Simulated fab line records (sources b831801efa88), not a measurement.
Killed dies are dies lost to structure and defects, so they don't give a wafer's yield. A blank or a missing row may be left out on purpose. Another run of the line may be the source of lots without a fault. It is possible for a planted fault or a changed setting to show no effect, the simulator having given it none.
A struck lot beside a sound one    flow sky130    18 steps out of a route of 708
Sound: these wafers, L619.1, L619.2, L619.3. Wafers struck: L633.1, L633.5, L633.6. The cause is given at the end.
Order at every step that has rows: each side's tool, ch and its chambers, its first start. Under that, the readings that differ: sound wafers    struck wafers    difference of the means    sigmas: that difference in standard deviations of wafers without a fault.
alike: a reading whose means differ by less than 2 such deviations, as well as words and numbers matching on both sides. not compared: withheld readings; readings where some wafer has no value; bounds like >300 that might hide an equal value; numbers whose values overlap and for which the record gives no deviation.
The two part at a step that has a row with sigmas, a row that says differs or no value, or rows on one side only. Non-overlapping numbers with no deviation appear without sigmas and do not part them. Lack of a reading on every wafer of one side parts them only where that side has two or more wafers.

SKY_LDD_HVP_STRIP_09: strips in O2/N2.
  sound on plasma-asher-04 ch 0,1, day 23 08:43; struck on plasma-asher-04 ch 0,1, day 28 06:49
  alike: drypump-motor-current-A, oes-product-au, strip-time-to-endpoint-s
  not compared: rf-hours-counter-h
SKY_LDD_HVP_TW_MEAS_10:
  sound on film-metro-03 at day 23 08:49; struck on film-metro-04 at day 28 06:55
  alike: LDD_HVP_TW
then, 7 steps without rows for these wafers: SKY_LDD_LDN_DEHYDRATE_00 (time 60 s); SKY_LDD_LDN_HMDS_01 (prime time 60 s); SKY_LDD_LDN_COAT_02 (resist thk 1140 nm); SKY_LDD_LDN_SOFTBAKE_03 (time 60 s); SKY_LDD_LDN_EXPOSE_04 (exposes mask LDNTM, target cd 700 nm); SKY_LDD_LDN_PEB_05; SKY_LDD_LDN_DEVELOP_06 (develop time 60 s).
SKY_LDD_LDN_OVL_MEAS_07:
  sound on overlay-02 at day 24 14:39; struck on overlay-01 at day 29 11:02
  alike: LDD_LDN_OVL
then, 2 steps without rows for these wafers: SKY_LDD_LDN_IMPLANT_08; SKY_LDD_LDN_IMPLANT_09.
SKY_LDD_LDN_IMPLANT_10:
  sound on implanter-03 ch 0, day 24 14:59; struck on implanter-04 ch 0, day 29 11:41
next, for these wafers, 1 step has no rows: SKY_LDD_LDN_IMPLANT_11.
SKY_LDD_LDN_STRIP_12: strips in O2/N2.
  sound on plasma-asher-02 ch 0,1, day 24 15:17; struck on plasma-asher-02 ch 0,1, day 29 11:59
  alike: drypump-motor-current-A, oes-product-au, strip-time-to-endpoint-s
  not compared: rf-hours-counter-h
SKY_LDD_LDN_TW_MEAS_13:
  sound on film-metro-04 at day 24 15:23; struck on film-metro-01 at day 29 12:19
reading     sound           struck          difference  sigmas
LDD_LDN_TW  1475 1486 1491  1566 1571 1578  +88         +7
then, 1 step without rows for these wafers: SKY_LDD_LDN_CLEAN_14 (cleans in SC1/SC2, time 150 s).
-- the record jumps here: 21 days lie between the struck wafers' starts before and after (it left off in module LDD_LDN and takes up again in module PAD_OPEN, whose first step shown is number 708 of the route) --
SKY_PAD_OPEN_PROBE_99:
  sound on prober-02 at day 46 22:07; struck on prober-01 at day 50 02:25
reading                          sound           struck          difference  sigmas
model.etest.tip-sonos.rs-ohm-sq  2736 2670 2726  2302 2257 2273  -433        
  alike: killed_at_M0_to_M3, killed_at_M4_up, killed-at-contacts, killed-at-front-end, killed-at-other, killed-dies, killed-open, killed-short

## WHERE THEY PART
SKY_LDD_LDN_TW_MEAS_13 only, going by this record. Later steps at which nothing parts them and some readings are alike: SKY_PAD_OPEN_PROBE_99.

WHY: what the simulator had put in
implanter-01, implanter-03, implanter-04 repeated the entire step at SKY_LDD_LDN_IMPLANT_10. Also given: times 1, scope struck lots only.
